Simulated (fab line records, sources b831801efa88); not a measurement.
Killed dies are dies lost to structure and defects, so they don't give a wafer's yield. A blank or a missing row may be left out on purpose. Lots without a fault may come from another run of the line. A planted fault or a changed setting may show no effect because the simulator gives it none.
fab line records | flow sky130
record lots=10 wafers=30 last_day=50
route steps=708 shown METAL1@438 VIA1@471 PAD_OPEN@708
lots that met no fault: from a run of the same line without faults
start_h: hours from the record's first day to the start of the lot's first wafer shown | wait_h: hours since the lot's step before | " the same as in the row above | L1.1+2: a row that stands for several wafers | - no value, or no start given | * or withheld: withheld | < > ~ a bound
route shown NAME@n: a module of which the file shows steps, and the number in the route of the first | usual: mean/standard deviation of fault-free wafers | same: alike in all rows | chamber/n: place in a boat | sites: the reading at each site | _std_site: their standard deviation | _edge_site: outer sites' mean less inner sites' | radius_mm: how far each site lies from the wafer's centre | mask NAME#n: copy n | behind: the tool/chamber that last shaped the wafer | hold: why the lot was held/for how many hours/how that ended | device: the transistor (n, p or np) that didn't switch | end of line: the same wafers' tests at the end of the route | a step without rows: its recipe alone | killed: dies lost to structure and defects at the first sort, not the wafer's yield | map: a wafer's dies, x killed, . not, _ none there
set.NAME: the setting as run; set.NAME@STEP: as run at that earlier step | model.NAME: the simulator's own value behind a step, which no gauge read
steps of the route over a sample of lots; a table a step, a row a wafer
services: from which hour (start_h, from the record's first day; less than 0 if before it) a tool's chamber was out of use, for how many hours, and why
## steps
# step SKY_METAL1_SPUTTER_04
# recipe material=TiN target_thk_nm=70 power_w=6629 time_s=58.3 chamber_pressure_pa=0.4
# usual chamber_pressure_pa=0.4000/0.00075 throttle_valve_pct=30.2/1.1
# columns lot.wafer tool chamber start_h wait_h chamber_pressure_pa throttle_valve_pct
L929.1 pvd_sputter-02 - 769.11 0.0 0.3992 29.3
L929.3 " - " " 0.3988 31.3
L929.5 " - " " 0.3997 29.3
L933.2 pvd_sputter-03 - 771.21 0.0 0.4005 31.1
L933.3 " - " " 0.4001 30.3
L933.5 " - " " 0.4002 29.1
L934.2 pvd_sputter-02 - 771.94 0.0 0.4005 31.4
L934.3 " - " " 0.4001 31.6
L934.5 " - " " 0.4004 31.2
L937.1 pvd_sputter-02 - 806.93 0.0 0.4000 30.1
L937.4 " - " " 0.3991 29.2
L937.6 " - " " 0.3994 31.5
L939.1 pvd_sputter-03 - 836.70 0.0 0.4006 31.3
L939.2 " - " " 0.3994 30.2
L939.6 " - " " 0.4002 30.8
L945.1 pvd_sputter-04 - 862.31 0.0 0.3993 32.3
L945.2 " - " " 0.4005 28.7
L945.5 " - " " 0.3999 28.5
L943.1 pvd_sputter-04 - 863.04 0.0 0.3997 31.9
L943.3 " - " " 0.4004 30.3
L943.5 " - " " 0.4001 29.0
L947.1 pvd_sputter-03 - 864.56 0.0 0.3990 28.6
L947.3 " - " " 0.3988 29.6
L947.4 " - " " 0.4003 30.7
L950.3 pvd_sputter-02 - 895.54 0.0 0.3995 31.1
L950.5 " - " " 0.3993 29.5
L950.6 " - " " 0.4006 31.4
L951.3 pvd_sputter-03 - 896.15 0.0 0.3993 29.3
L951.5 " - " " 0.3984 29.4
L951.6 " - " " 0.4007 28.6
# step SKY_VIA1_OVL_MEAS_13
# usual VIA1_OVL=-2/5.4
# columns lot.wafer tool chamber start_h wait_h VIA1_OVL[nm]
L929.1 overlay-02 - 836.84 0.1 2
L929.3 " - " " -7
L929.5 " - " " -5
L933.2 overlay-01 - 837.20 0.1 -6
L933.3 " - " " -6
L933.5 " - " " -5
L934.2 overlay-02 - 837.44 0.1 1
L934.3 " - " " 4
L934.5 " - " " 1
L937.1 overlay-02 - 862.63 0.1 -6
L937.4 " - " " -1
L937.6 " - " " -6
L939.1 overlay-01 - 889.29 0.1 6
L939.2 " - " " -5
L939.6 " - " " -5
L945.1 overlay-01 - 914.48 0.1 -3
L945.2 " - " " -8
L945.5 " - " " -10
L943.1 overlay-01 - 914.89 0.1 1
L943.3 " - " " 6
L943.5 " - " " 3
L947.1 overlay-01 - 916.74 0.1 -15
L947.3 " - " " -10
L947.4 " - " " 1
L950.3 overlay-02 - 946.75 0.1 1
L950.5 " - " " -5
L950.6 " - " " -8
L951.3 overlay-02 - 947.61 0.1 -6
L951.5 " - " " -5
L951.6 " - " " -10
# step SKY_VIA1_STRIP_16
# recipe chemistry=O2/N2 power_w=1400 pressure_mtorr=1500 platen_temp_c=withheld o2_flow_sccm=3000 n2_flow_sccm=300 overash_fraction=0.5
# usual drypump_motor_current_A=5.73/0.27 oes_product_au=0.416/0.0048 strip_time_to_endpoint_s=4.468/0.025
# columns lot.wafer tool chamber start_h wait_h drypump_motor_current_A oes_product_au rf_hours_counter_h strip_time_to_endpoint_s
L929.1 plasma_asher-04 0 836.96 0.0 5.57 0.409 9 4.493
L929.3 " 1 " " 6.01 0.417 - 4.486
L929.5 " 0 " " 5.58 0.421 - 4.500
L933.2 plasma_asher-01 1 837.32 0.0 5.67 0.411 41 4.457
L933.3 " 1 " " 5.68 0.420 - 4.473
L933.5 " 0 " " 5.85 0.416 - 4.460
L934.2 plasma_asher-03 0 837.56 0.0 6.02 0.421 68 4.464
L934.3 " 0 " " 6.03 0.414 - 4.455
L934.5 " 0 " " 6.01 0.417 - 4.476
L937.1 plasma_asher-03 1 862.76 0.0 5.27 0.410 71 4.496
L937.4 " 1 " " 5.25 0.411 - 4.472
L937.6 " 0 " " 6.01 0.423 - 4.481
L939.1 plasma_asher-03 1 889.46 0.0 5.28 0.413 74 4.438
L939.2 " 0 " " 6.02 0.412 74 4.476
L939.6 " 0 " " 6.04 0.420 - 4.518
L945.1 plasma_asher-04 0 914.61 0.0 5.58 0.423 17 4.414
L945.2 " 1 " " 6.01 0.414 17 4.428
L945.5 " 0 " " 5.59 0.419 - 4.472
L943.1 plasma_asher-03 0 915.01 0.0 5.99 0.409 76 4.489
L943.3 " 1 " " 5.29 0.407 - 4.436
L943.5 " 0 " " 6.00 0.420 - 4.442
L947.1 plasma_asher-04 1 916.87 0.0 6.02 0.418 17 4.464
L947.3 " 0 " " 5.59 0.413 - 4.439
L947.4 " 1 " " 6.01 0.415 - 4.480
L950.3 plasma_asher-03 1 946.90 0.1 5.30 0.418 - 4.447
L950.5 " 1 " " 5.28 0.420 - 4.479
L950.6 " 0 " " 6.07 0.413 - 4.448
L951.3 plasma_asher-01 1 947.75 0.1 5.73 0.411 - 4.466
L951.5 " 0 " " 5.87 0.412 - 4.467
L951.6 " 1 " " 5.68 0.423 - 4.491
# step SKY_VIA1_CVD_21
# recipe material=W target_thk_nm=270 time_s=80.902 temp_c=400 pressure_torr=40
# usual chamber_pressure_Torr=39.98/0.087 heater_power_w=921/94 susceptor_temp_C=399.99/0.21
# columns lot.wafer tool chamber start_h wait_h chamber_pressure_Torr heater_power_w since_wet_clean_h susceptor_temp_C
L929.1 cvd_w-02 0 837.62 0.0 39.91 1029 934 400.04
L929.3 " 1 " " 40.07 930 - 399.41
L929.5 " 0 " " 40.02 1021 - 399.90
L933.2 cvd_w-01 0 837.98 0.0 39.99 963 434 399.84
L933.3 " 1 " " 40.00 767 - 399.90
L933.5 " 0 " " 40.05 963 - 399.97
L934.2 cvd_w-02 1 838.26 0.0 40.05 938 934 400.28
L934.3 " 1 " " 40.00 929 - 400.38
L934.5 " 1 " " 39.90 953 - 400.16
L937.1 cvd_w-02 1 863.43 0.0 50.61 922 959 400.03
L937.4 " 0 " " 50.51 1027 - 399.89
L937.6 " 1 " " 50.68 913 - 400.23
L939.1 cvd_w-02 0 890.15 0.0 50.63 1065 986 399.96
L939.2 " 1 " " 50.71 932 986 400.02
L939.6 " 0 " " 50.73 1052 - 399.90
L945.1 cvd_w-01 1 915.27 0.0 39.94 789 511 400.30
L945.2 " 0 " " 40.15 964 511 400.05
L945.5 " 0 " " 40.04 976 - 399.87
L943.1 cvd_w-01 0 915.72 0.0 39.90 988 512 400.05
L943.3 " 0 " " 39.95 956 - 399.94
L943.5 " 0 " " 39.94 973 - 400.26
L947.1 cvd_w-01 1 917.52 0.0 39.93 781 514 399.82
L947.3 " 1 " " 39.97 773 - 399.94
L947.4 " 0 " " 39.84 964 - 399.74
L950.3 cvd_w-01 0 947.59 0.1 39.91 990 - 399.95
L950.5 " 0 " " 39.95 974 - 399.79
L950.6 " 1 " " 40.04 800 - 400.31
L951.3 cvd_w-01 1 948.44 0.1 40.24 795 - 400.22
L951.5 " 0 " " 40.05 968 - 399.98
L951.6 " 1 " " 40.09 792 - 400.16
# step SKY_VIA1_RS_MEAS_22
# recipe thk_meas_gauge=four-point-probe reads=W_of_VIA1_CVD_21+TiN_of_VIA1_SPUTTER_20
# usual VIA1_W_RS=0.430/0.0047
# columns lot.wafer tool chamber start_h wait_h VIA1_W_RS[ohm/sq]
L929.1 film_metro-03 - 837.71 0.1 0.428
L929.3 " - " " 0.432
L929.5 " - " " 0.425
L933.2 film_metro-01 - 838.09 0.1 0.430
L933.3 " - " " 0.432
L933.5 " - " " 0.431
L934.2 film_metro-01 - 838.38 0.1 0.430
L934.3 " - " " 0.424
L934.5 " - " " 0.428
L937.1 film_metro-04 - 863.52 0.1 0.379
L937.4 " - " " 0.380
L937.6 " - " " 0.384
L939.1 film_metro-01 - 890.25 0.1 0.370
L939.2 " - " " 0.378
L939.6 " - " " 0.373
L945.1 film_metro-04 - 915.38 0.1 0.428
L945.2 " - " " 0.429
L945.5 " - " " 0.431
L943.1 film_metro-01 - 915.81 0.1 0.425
L943.3 " - " " 0.427
L943.5 " - " " 0.423
L947.1 film_metro-03 - 917.62 0.1 0.436
L947.3 " - " " 0.439
L947.4 " - " " 0.430
L950.3 film_metro-01 - 947.69 0.1 0.427
L950.5 " - " " 0.429
L950.6 " - " " 0.431
L951.3 film_metro-01 - 948.54 0.1 0.445
L951.5 " - " " 0.435
L951.6 " - " " 0.437
# step SKY_VIA1_THK_MEAS_23
# recipe thk_meas_gauge=xrf reads=W_of_VIA1_CVD_21
# usual VIA1_W_THK=271/3.2
# columns lot.wafer tool chamber start_h wait_h VIA1_W_THK[nm]
L929.1 film_metro-03 - 837.83 0.1 270
L929.3 " - " " 267
L929.5 " - " " 274
L933.2 film_metro-01 - 838.20 0.1 269
L933.3 " - " " 271
L933.5 " - " " 269
L934.2 film_metro-01 - 838.49 0.1 272
L934.3 " - " " 275
L934.5 " - " " 273
L937.1 film_metro-04 - 863.64 0.1 304
L937.4 " - " " 303
L937.6 " - " " 301
L939.1 film_metro-01 - 890.37 0.1 313
L939.2 " - " " 309
L939.6 " - " " 310
L945.1 film_metro-04 - 915.50 0.1 270
L945.2 " - " " 269
L945.5 " - " " 270
L943.1 film_metro-01 - 915.93 0.1 276
L943.3 " - " " 278
L943.5 " - " " 277
L947.1 film_metro-03 - 917.74 0.1 265
L947.3 " - " " 265
L947.4 " - " " 268
L950.3 film_metro-01 - 947.79 0.1 275
L950.5 " - " " 273
L950.6 " - " " 272
L951.3 film_metro-01 - 948.64 0.1 263
L951.5 " - " " 270
L951.6 " - " " 268
# step SKY_PAD_OPEN_PROBE_99
# usual defect_limited_yield=83.0/1.8 killed_at_M0_to_M3=42/6.6 killed_at_M4_up=3.0/1.7 killed_at_contacts=24/5.3 killed_at_front_end=15/4.5 killed_at_other=0.2/0.49 killed_dies=83/9 killed_open=45/6.9 killed_short=38/5.8 sort_bin_3_pad_short=0.8/0.4 sort_bin_5_function=10.0/1.5 sort_bin_6_memory=6.1/1.1 sort_n_pass=409/9 sort_yield_pct=83.0/1.8
# same gross_dies=492 killed_at_back_side=0 sort_bin_4_leakage[%]=0 sort_bin_8_speed[%]=0
# columns lot.wafer tool chamber start_h wait_h defect_limited_yield[%] killed_at_M0_to_M3 killed_at_M4_up killed_at_contacts killed_at_front_end killed_at_other killed_dies killed_open killed_short sort_bin_3_pad_short[%] sort_bin_5_function[%] sort_bin_6_memory[%] sort_n_pass sort_yield_pct[%]
L934.2 prober-01 - 1116.61 0.3 80.9 49 6 19 20 0 94 53 41 1.0 11.4 6.7 398 80.9
L934.3 prober-01 - 1116.66 0.3 83.3 38 6 21 17 0 82 46 36 1.0 9.6 6.1 410 83.3
L934.5 prober-01 - 1116.76 0.4 85.8 31 1 27 11 0 70 39 31 0.6 6.5 7.1 422 85.8
L937.1 prober-01 - 1131.93 0.1 84.1 36 1 26 15 0 78 46 32 0.6 9.1 6.1 414 84.1
L937.4 prober-01 - 1132.08 0.2 84.1 36 0 22 20 0 78 50 28 0.6 9.1 6.1 414 84.1
L937.6 prober-01 - 1132.18 0.2 83.9 27 1 34 15 2 79 45 34 0.4 9.8 5.9 413 83.9
L939.1 prober-01 - 1152.90 0.1 83.9 37 0 25 17 0 79 37 41 1.6 10.0 4.5 413 83.9
L939.2 prober-01 - 1152.95 0.1 81.7 42 0 29 19 0 90 57 33 0.6 12.6 5.1 402 81.7
L939.6 prober-01 - 1153.15 0.2 84.6 39 2 22 13 0 76 37 39 1.2 8.3 5.9 416 84.6
L945.1 prober-01 - 1168.44 0.1 81.3 47 2 31 12 0 92 48 44 0.8 10.6 7.3 400 81.3
L945.2 prober-01 - 1168.49 0.1 82.3 41 3 32 9 2 87 41 44 0.8 9.6 7.3 405 82.3
L945.5 prober-01 - 1168.64 0.2 78.9 49 2 38 15 0 104 51 53 0.8 13.2 7.1 388 78.9
L943.1 prober-02 - 1171.08 0.1 82.9 46 2 24 12 0 84 49 35 0.4 10.6 6.1 408 82.9
L943.3 prober-02 - 1171.18 0.2 85.0 34 5 18 17 0 74 33 41 1.0 8.3 5.7 418 85.0
L943.5 prober-02 - 1171.28 0.2 82.9 39 4 30 11 0 84 38 46 0.6 9.6 6.9 408 82.9
L951.3 prober-02 - 1193.20 0.2 83.9 38 3 22 16 0 79 40 39 1.4 9.1 5.5 413 83.9
L951.5 prober-02 - 1193.30 0.2 84.8 39 2 25 9 0 75 47 28 0 9.1 6.1 417 84.8
L951.6 prober-02 - 1193.35 0.2 83.7 42 2 21 15 0 80 43 37 0.6 11.0 4.7 412 83.7
L950.3 prober-01 - 1194.23 0.2 84.1 51 2 17 8 0 78 42 36 0.8 10.4 4.7 414 84.1
L950.5 prober-01 - 1194.33 0.2 83.5 38 5 26 12 0 81 38 43 1.0 8.9 6.5 411 83.5
L950.6 prober-01 - 1194.38 0.2 84.6 46 3 22 5 0 76 42 34 0.2 9.3 5.9 416 84.6
# killed by level:class
L934.2 VIA1:geometric_particle:open=13 CONTACT:geometric_particle:open=10 METAL2:geometric_particle:short=8 VIA2:geometric_particle:open=7 FIELD_ISO:geometric_particle:short=5 METAL4:geometric_particle:short=5 POLY_GATE:geometric_particle:short=4 METAL2:geometric_particle:open=4
L934.3 VIA1:geometric_particle:open=11 CONTACT:geometric_particle:open=7 METAL1:geometric_particle:short=6 FIELD_ISO:geometric_particle:open=5 LI_CONTACT:geometric_particle:open=5 VIA2:geometric_particle:open=5 METAL4:geometric_particle:short=4 POLY_GATE:geometric_particle:open=3
L934.5 CONTACT:geometric_particle:open=7 VIA1:geometric_particle:open=7 LI_CONTACT:geometric_particle:open=6 FIELD_ISO:geometric_particle:open=5 LI_CONTACT:geometric_particle:short=5 CONTACT:geometric_particle:short=5 VIA3:geometric_particle:open=5 METAL1:geometric_particle:short=4
L937.1 LI_CONTACT:geometric_particle:open=11 VIA1:geometric_particle:open=9 VIA2:geometric_particle:open=7 LOCAL_INTERCONNECT:geometric_particle:short=5 METAL3:geometric_particle:short=5 FIELD_ISO:geometric_particle:short=4 LI_CONTACT:geometric_particle:short=4 VIA3:geometric_particle:open=4
L937.4 VIA1:geometric_particle:open=13 LI_CONTACT:geometric_particle:open=10 CONTACT:geometric_particle:open=8 POLY_GATE:geometric_particle:short=6 VIA2:geometric_particle:open=5 VIA3:geometric_particle:open=5 FIELD_ISO:geometric_particle:open=4 POLY_GATE:geometric_particle:open=3
L937.6 CONTACT:geometric_particle:open=9 VIA3:geometric_particle:open=8 LI_CONTACT:geometric_particle:open=8 CONTACT:geometric_particle:short=6 LOCAL_INTERCONNECT:geometric_particle:short=5 VIA1:geometric_particle:open=5 FIELD_ISO:geometric_particle:short=4 METAL2:geometric_particle:short=4
L939.1 VIA1:geometric_particle:open=11 CONTACT:geometric_particle:open=8 CONTACT:geometric_particle:short=6 VIA1:geometric_particle:short=6 LI_CONTACT:geometric_particle:short=5 VIA3:geometric_particle:open=5 POLY_GATE:geometric_particle:short=4 METAL1:geometric_particle:short=4
L939.2 CONTACT:geometric_particle:open=15 VIA1:geometric_particle:open=13 VIA3:geometric_particle:open=7 CONTACT:geometric_particle:short=6 SPACER:geometric_particle:short=5 FIELD_ISO:geometric_particle:open=4 SPACER:geometric_particle:open=4 LI_CONTACT:geometric_particle:open=4
L939.6 VIA1:geometric_particle:open=8 METAL2:geometric_particle:short=6 CONTACT:geometric_particle:short=6 LI_CONTACT:geometric_particle:open=5 CONTACT:geometric_particle:open=5 VIA2:geometric_particle:short=5 METAL3:geometric_particle:short=5 VIA3:geometric_particle:open=5
L945.1 VIA1:geometric_particle:open=13 CONTACT:geometric_particle:short=9 CONTACT:geometric_particle:open=8 METAL2:geometric_particle:short=8 VIA3:geometric_particle:open=8 VIA2:geometric_particle:open=6 LI_CONTACT:geometric_particle:open=5 METAL1:geometric_particle:short=5
L945.2 VIA1:geometric_particle:open=11 CONTACT:geometric_particle:open=9 VIA1:geometric_particle:short=9 LI_CONTACT:geometric_particle:short=7 METAL2:geometric_particle:short=7 CONTACT:geometric_particle:short=7 LI_CONTACT:geometric_particle:open=6 FIELD_ISO:geometric_particle:short=3
L945.5 CONTACT:geometric_particle:open=18 METAL2:geometric_particle:short=8 METAL1:geometric_particle:short=7 VIA1:geometric_particle:short=7 LOCAL_INTERCONNECT:geometric_particle:short=6 CONTACT:geometric_particle:short=6 FIELD_ISO:geometric_particle:short=5 POLY_GATE:geometric_particle:open=5
L943.1 CONTACT:geometric_particle:open=13 VIA1:geometric_particle:open=12 METAL2:geometric_particle:short=6 VIA2:geometric_particle:open=5 METAL1:geometric_particle:short=5 LI_CONTACT:geometric_particle:open=4 LOCAL_INTERCONNECT:geometric_particle:short=4 VIA3:geometric_particle:open=4
L943.3 METAL2:geometric_particle:short=9 POLY_GATE:geometric_particle:short=5 LOCAL_INTERCONNECT:geometric_particle:short=5 CONTACT:geometric_particle:open=5 VIA3:geometric_particle:open=5 POLY_GATE:geometric_particle:open=4 LI_CONTACT:geometric_particle:open=4 METAL1:geometric_particle:short=4
L943.5 LI_CONTACT:geometric_particle:short=9 LI_CONTACT:geometric_particle:open=8 VIA1:geometric_particle:open=7 VIA2:geometric_particle:open=6 METAL3:geometric_particle:short=6 METAL1:geometric_particle:short=5 CONTACT:geometric_particle:open=5 POLY_GATE:geometric_particle:short=4
L951.3 LI_CONTACT:geometric_particle:open=8 VIA1:geometric_particle:open=7 VIA3:geometric_particle:open=6 CONTACT:geometric_particle:open=6 FIELD_ISO:geometric_particle:short=5 METAL2:geometric_particle:short=5 POLY_GATE:geometric_particle:short=4 LI_CONTACT:geometric_particle:short=4
L951.5 CONTACT:geometric_particle:open=11 VIA2:geometric_particle:open=9 VIA1:geometric_particle:open=8 LI_CONTACT:geometric_particle:open=8 VIA3:geometric_particle:open=6 VIA2:geometric_particle:short=4 METAL2:geometric_particle:short=4 FIELD_ISO:geometric_particle:short=3
L951.6 VIA1:geometric_particle:open=11 LI_CONTACT:geometric_particle:open=9 METAL2:geometric_particle:short=8 VIA3:geometric_particle:open=7 LOCAL_INTERCONNECT:geometric_particle:short=6 FIELD_ISO:geometric_particle:short=5 POLY_GATE:geometric_particle:open=5 CONTACT:geometric_particle:open=4
L950.3 VIA1:geometric_particle:open=12 VIA3:geometric_particle:open=10 CONTACT:geometric_particle:open=6 VIA1:geometric_particle:short=6 VIA2:geometric_particle:open=5 METAL1:geometric_particle:short=5 METAL2:geometric_particle:short=5 VIA3:geometric_particle:short=5
L950.5 VIA1:geometric_particle:open=7 CONTACT:geometric_particle:open=6 METAL1:geometric_particle:short=6 LI_CONTACT:geometric_particle:short=5 VIA3:geometric_particle:open=5 LOCAL_INTERCONNECT:geometric_particle:short=5 CONTACT:geometric_particle:short=5 SPACER:geometric_particle:open=4
L950.6 VIA1:geometric_particle:open=13 CONTACT:geometric_particle:open=10 VIA3:geometric_particle:open=8 METAL2:geometric_particle:short=7 LOCAL_INTERCONNECT:geometric_particle:short=5 METAL1:geometric_particle:short=5 CONTACT:geometric_particle:short=4 VIA1:geometric_particle:short=4
## services
# columns tool chamber start_h hours kind
plasma_asher-03 - 779.93 2.8 pm
cvd_w-01 - 797.49 2.8 pm
pvd_sputter-02 1 809.22 - consumable_replace:kit
pvd_sputter-02 1 809.22 18.0 scheduled_down
pvd_sputter-02 1 809.22 18.0 vent_cycle
cvd_w-02 1 815.71 7.3 repair
pvd_sputter-04 - 845.72 6.7 repair
plasma_asher-04 - 849.67 3.8 repair
cvd_w-02 1 858.18 2.2 repair
pvd_sputter-04 1 860.61 - consumable_replace:kit
pvd_sputter-04 1 860.61 18.0 scheduled_down
pvd_sputter-04 1 860.61 18.0 vent_cycle
plasma_asher-01 - 875.50 1.4 repair
plasma_asher-04 - 899.54 2.0 repair
cvd_w-02 - 904.00 14.0 pm
cvd_w-02 0 904.00 14.0 vent_cycle
cvd_w-02 1 904.00 14.0 vent_cycle
pvd_sputter-02 - 908.35 4.1 repair
cvd_w-02 0 918.00 - clean
cvd_w-02 1 918.00 - clean
pvd_sputter-02 0 939.23 - consumable_replace:kit
pvd_sputter-02 0 939.23 18.0 scheduled_down
pvd_sputter-02 0 939.23 18.0 vent_cycle
## key
first_sign step=SKY_VIA1_CVD_21 reading=chamber_pressure_Torr direction=up sigmas=99+ usual=39.98 struck=50.65
effect step=SKY_VIA1_RS_MEAS_22 reading=VIA1_W_RS direction=down sigmas=11 usual=0.430 struck=0.377
effect step=SKY_VIA1_THK_MEAS_23 reading=VIA1_W_THK direction=up sigmas=11 usual=271 struck=307
met_at SKY_VIA1_CVD_21
struck_lots L937,L939
not_acting_at SKY_METAL1_SPUTTER_04,SKY_VIA1_OVL_MEAS_13,SKY_VIA1_STRIP_16
onset_between 838.26 863.43
fault kind=process_parameter_drift tool=cvd_w-02 chamber=- onset_h=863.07 steps=SKY_VIA1_CVD_21 channel=pressure_torr offset=10.65 shape=step end_h=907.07 acts_in=these_recipes_only stated=40
